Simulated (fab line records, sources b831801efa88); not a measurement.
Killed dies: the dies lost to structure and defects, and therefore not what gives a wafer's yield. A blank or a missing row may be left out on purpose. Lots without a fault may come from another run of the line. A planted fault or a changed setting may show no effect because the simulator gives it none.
What tool caused it? / flow gf180mcu / 13 lots, 39 wafers sampled, at 6 steps of a route of 602

== WHAT EACH GAUGE READ, for each wafer ==
GF_MVSD_TW_MEAS_11. Usual: MVSD_TW typically reads 1587, with standard deviation 8.9.
lot=L934; measured=day 4 16:34; on=film_metro-04; MVSD_TW=1570 1577 1583; flag=
lot=L935; measured=day 4 20:20; on=film_metro-04; MVSD_TW=1584 1574 1573; flag=
lot=L936; measured=day 5 04:04; on=film_metro-02; MVSD_TW=1594 1596 1590; flag=
lot=L938; measured=day 5 13:58; on=film_metro-03; MVSD_TW=1588 1588 1570; flag=
lot=L939; measured=day 5 20:41; on=film_metro-04; MVSD_TW=1584 1580 1584; flag=
lot=L940; measured=day 6 01:09; on=film_metro-03; MVSD_TW=1580 1580 1576; flag=
lot=L941; measured=day 6 06:47; on=film_metro-03; MVSD_TW=1588 1596 1596; flag=
lot=L944; measured=day 7 02:18; on=film_metro-03; MVSD_TW=1587 1587 1573; flag=
lot=L945; measured=day 7 03:26; on=film_metro-04; MVSD_TW=1596 1582 1585; flag=
lot=L949; measured=day 8 08:00; on=film_metro-03; MVSD_TW=1597 1590 1590; flag=
lot=L952; measured=day 9 00:33; on=film_metro-03; MVSD_TW=1575 1574 1580; flag=
lot=L954; measured=day 9 12:35; on=film_metro-04; MVSD_TW=2394 2387 2380; flag=OFF
lot=L955; measured=day 9 17:47; on=film_metro-02; MVSD_TW=2432 2421 2407; flag=OFF

GF_VT_IMPLANT_RS_MEAS_46: measures by four-point-probe. Usual: MVSD_RS typically reads 456.9 ohm/sq, with standard deviation 1.2.
lot=L934; measured=day 7 18:52; on=film_metro-02; MVSD_RS (ohm/sq)=455.9 456.3 456.2; flag=
lot=L935; measured=day 7 22:27; on=film_metro-02; MVSD_RS (ohm/sq)=454.9 455.4 455.9; flag=
lot=L936; measured=day 8 10:14; on=film_metro-03; MVSD_RS (ohm/sq)=458.0 458.7 458.7; flag=
lot=L938; measured=day 8 19:14; on=film_metro-04; MVSD_RS (ohm/sq)=456.7 455.9 456.6; flag=
lot=L939; measured=day 9 04:49; on=film_metro-03; MVSD_RS (ohm/sq)=458.1 456.6 456.2; flag=
lot=L940; measured=day 9 09:44; on=film_metro-04; MVSD_RS (ohm/sq)=455.9 457.7 457.0; flag=
lot=L941; measured=day 9 15:30; on=film_metro-03; MVSD_RS (ohm/sq)=456.4 455.4 455.7; flag=
lot=L944; measured=day 10 14:35; on=film_metro-03; MVSD_RS (ohm/sq)=456.4 456.7 457.1; flag=
lot=L945; measured=day 10 15:09; on=film_metro-02; MVSD_RS (ohm/sq)=457.0 457.6 457.1; flag=
lot=L949; measured=day 11 23:37; on=film_metro-04; MVSD_RS (ohm/sq)=455.5 456.0 455.5; flag=
lot=L952; measured=day 12 20:52; on=film_metro-04; MVSD_RS (ohm/sq)=457.5 456.8 456.7; flag=
lot=L954; measured=day 13 12:33; on=film_metro-04; MVSD_RS (ohm/sq)=- - -; flag=OFF
lot=L955; measured=day 13 17:12; on=film_metro-02; MVSD_RS (ohm/sq)=- - -; flag=OFF

GF_V1_OVL_MEAS_15. Usual: V1_OVL typically reads 0 nm, with standard deviation 5.4.
lot=L934; measured=day 18 08:02; on=overlay-01; V1_OVL (nm)=-5 -4 -11; flag=
lot=L935; measured=day 18 15:04; on=overlay-02; V1_OVL (nm)=-1 -3 -8; flag=
lot=L936; measured=day 19 05:50; on=overlay-01; V1_OVL (nm)=3 2 2; flag=
lot=L938; measured=day 19 19:26; on=overlay-02; V1_OVL (nm)=-9 1 5; flag=
lot=L939; measured=day 20 09:26; on=overlay-01; V1_OVL (nm)=-2 -1 -3; flag=
lot=L940; measured=day 20 18:01; on=overlay-02; V1_OVL (nm)=9 3 2; flag=
lot=L941; measured=day 20 23:55; on=overlay-01; V1_OVL (nm)=-1 -9 0; flag=
lot=L944; measured=day 22 04:46; on=overlay-01; V1_OVL (nm)=4 -4 4; flag=
lot=L945; measured=day 22 07:19; on=overlay-01; V1_OVL (nm)=2 1 -5; flag=
lot=L949; measured=day 24 00:35; on=overlay-02; V1_OVL (nm)=7 -1 -5; flag=
lot=L952; measured=day 24 22:38; on=overlay-01; V1_OVL (nm)=1 2 6; flag=
lot=L954; measured=day 25 16:22; on=overlay-01; V1_OVL (nm)=10 0 9; flag=
lot=L955; measured=day 25 20:52; on=overlay-01; V1_OVL (nm)=4 8 4; flag=

GF_M3_RS_MEAS_05: measures by four-point-probe. Usual: M3_ALCU_RS typically reads 0.0696 ohm/sq, with standard deviation 0.00064.
lot=L934; measured=day 20 13:26; on=film_metro-02; M3_ALCU_RS (ohm/sq)=0.0701 0.0698 0.0701; flag=
lot=L935; measured=day 20 20:22; on=film_metro-03; M3_ALCU_RS (ohm/sq)=0.0686 0.0685 0.0685; flag=
lot=L936; measured=day 21 11:12; on=film_metro-01; M3_ALCU_RS (ohm/sq)=0.0695 0.0692 0.0692; flag=
lot=L938; measured=day 22 00:04; on=film_metro-03; M3_ALCU_RS (ohm/sq)=0.0703 0.0697 0.0698; flag=
lot=L939; measured=day 22 14:32; on=film_metro-01; M3_ALCU_RS (ohm/sq)=0.0700 0.0708 0.0694; flag=
lot=L940; measured=day 22 21:04; on=film_metro-03; M3_ALCU_RS (ohm/sq)=0.0690 0.0693 0.0685; flag=
lot=L941; measured=day 23 03:17; on=film_metro-03; M3_ALCU_RS (ohm/sq)=0.0697 0.0706 0.0703; flag=
lot=L944; measured=day 24 08:01; on=film_metro-02; M3_ALCU_RS (ohm/sq)=0.0700 0.0702 0.0700; flag=
lot=L945; measured=day 24 10:47; on=film_metro-01; M3_ALCU_RS (ohm/sq)=0.0687 0.0688 0.0686; flag=
lot=L949; measured=day 26 01:49; on=film_metro-02; M3_ALCU_RS (ohm/sq)=0.0695 0.0699 0.0700; flag=
lot=L952; measured=day 26 23:32; on=film_metro-03; M3_ALCU_RS (ohm/sq)=0.0701 0.0703 0.0702; flag=
lot=L954; measured=day 27 14:51; on=film_metro-03; M3_ALCU_RS (ohm/sq)=0.0701 0.0701 0.0700; flag=
lot=L955; measured=day 27 19:49; on=film_metro-02; M3_ALCU_RS (ohm/sq)=0.0706 0.0698 0.0703; flag=

== TOOL THAT RAN EACH LOT (tool first, then ch and the chambers of the sampled wafers, then the start) ==
lot=L934; GF_MVSD_IMPLANT_08=implanter-04 ch 0, day 4 16:10; GF_M3_SPUTTER_03=pvd_sputter-01, day 20 13:22
lot=L935; GF_MVSD_IMPLANT_08=implanter-01 ch 0, day 4 19:56; GF_M3_SPUTTER_03=pvd_sputter-01, day 20 20:17
lot=L936; GF_MVSD_IMPLANT_08=implanter-04 ch 0, day 5 03:40; GF_M3_SPUTTER_03=pvd_sputter-01, day 21 11:07
lot=L938; GF_MVSD_IMPLANT_08=implanter-04 ch 0, day 5 13:33; GF_M3_SPUTTER_03=pvd_sputter-03, day 21 23:58
lot=L939; GF_MVSD_IMPLANT_08=implanter-04 ch 0, day 5 20:19; GF_M3_SPUTTER_03=pvd_sputter-02, day 22 14:25
lot=L940; GF_MVSD_IMPLANT_08=implanter-04 ch 0, day 6 00:46; GF_M3_SPUTTER_03=pvd_sputter-01, day 22 20:59
lot=L941; GF_MVSD_IMPLANT_08=implanter-04 ch 0, day 6 06:23; GF_M3_SPUTTER_03=pvd_sputter-01, day 23 03:13
lot=L944; GF_MVSD_IMPLANT_08=implanter-01 ch 0, day 7 01:55; GF_M3_SPUTTER_03=pvd_sputter-01, day 24 07:56
lot=L945; GF_MVSD_IMPLANT_08=implanter-04 ch 0, day 7 03:02; GF_M3_SPUTTER_03=pvd_sputter-03, day 24 10:40
lot=L949; GF_MVSD_IMPLANT_08=implanter-01 ch 0, day 8 07:37; GF_M3_SPUTTER_03=pvd_sputter-02, day 26 01:44
lot=L952; GF_MVSD_IMPLANT_08=implanter-01 ch 0, day 9 00:10; GF_M3_SPUTTER_03=pvd_sputter-02, day 26 23:27
lot=L954; GF_MVSD_IMPLANT_08=implanter-04 ch 0, day 9 12:11; GF_M3_SPUTTER_03=pvd_sputter-03, day 27 14:44
lot=L955; GF_MVSD_IMPLANT_08=implanter-02 ch 0, day 9 17:23; GF_M3_SPUTTER_03=pvd_sputter-03, day 27 19:40
- GF_MVSD_IMPLANT_08
- GF_M3_SPUTTER_03: material Ti, target thk 10 nm, time 6.7 s.

== AS READ BY THE TOOLS THEMSELVES (means over the sampled wafers that have a number; for cases with no such wafer, the mark the record gives instead) ==
GF_M3_SPUTTER_03. Usual: 30.1 % for throttle_valve_pct, sd 1.1.
lot=L934; tool=pvd_sputter-01; throttle_valve_pct (%)=30.1; flag=
lot=L935; tool=pvd_sputter-01; throttle_valve_pct (%)=30.1; flag=
lot=L936; tool=pvd_sputter-01; throttle_valve_pct (%)=30.7; flag=
lot=L938; tool=pvd_sputter-03; throttle_valve_pct (%)=30.7; flag=
lot=L939; tool=pvd_sputter-02; throttle_valve_pct (%)=29.7; flag=
lot=L940; tool=pvd_sputter-01; throttle_valve_pct (%)=30.1; flag=
lot=L941; tool=pvd_sputter-01; throttle_valve_pct (%)=30.1; flag=
lot=L944; tool=pvd_sputter-01; throttle_valve_pct (%)=30.0; flag=
lot=L945; tool=pvd_sputter-03; throttle_valve_pct (%)=29.3; flag=
lot=L949; tool=pvd_sputter-02; throttle_valve_pct (%)=29.7; flag=
lot=L952; tool=pvd_sputter-02; throttle_valve_pct (%)=29.2; flag=
lot=L954; tool=pvd_sputter-03; throttle_valve_pct (%)=29.3; flag=
lot=L955; tool=pvd_sputter-03; throttle_valve_pct (%)=29.7; flag=

== THE ANSWER, worked out from the rows above alone ==
Rule: a lot is off if the mean of its wafers that have a number lies more than 3 standard deviations from the usual mean. A lot without any number at a reading at which 4 lots or more have one is off too. Where the step has rows for the other lots, those lots are counted as sound. After the gauges, taken in route order, come the tools' own readings; for these a lot's mean is taken, as printed above. At the first step where some lot is off, the reading lying furthest off is the one used; lots without a number count as furthest.
Off: L954, L955, seen at GF_MVSD_TW_MEAS_11 (MVSD_TW).
A tool fits if, at a process step before that reading, it ran every lot that is off, and no sound lot after the first of them. Those tools and the gauges at GF_MVSD_TW_MEAS_11 are tried in the same way. Of those tried, none fits.

== WHAT THE SIMULATOR PUT IN ==
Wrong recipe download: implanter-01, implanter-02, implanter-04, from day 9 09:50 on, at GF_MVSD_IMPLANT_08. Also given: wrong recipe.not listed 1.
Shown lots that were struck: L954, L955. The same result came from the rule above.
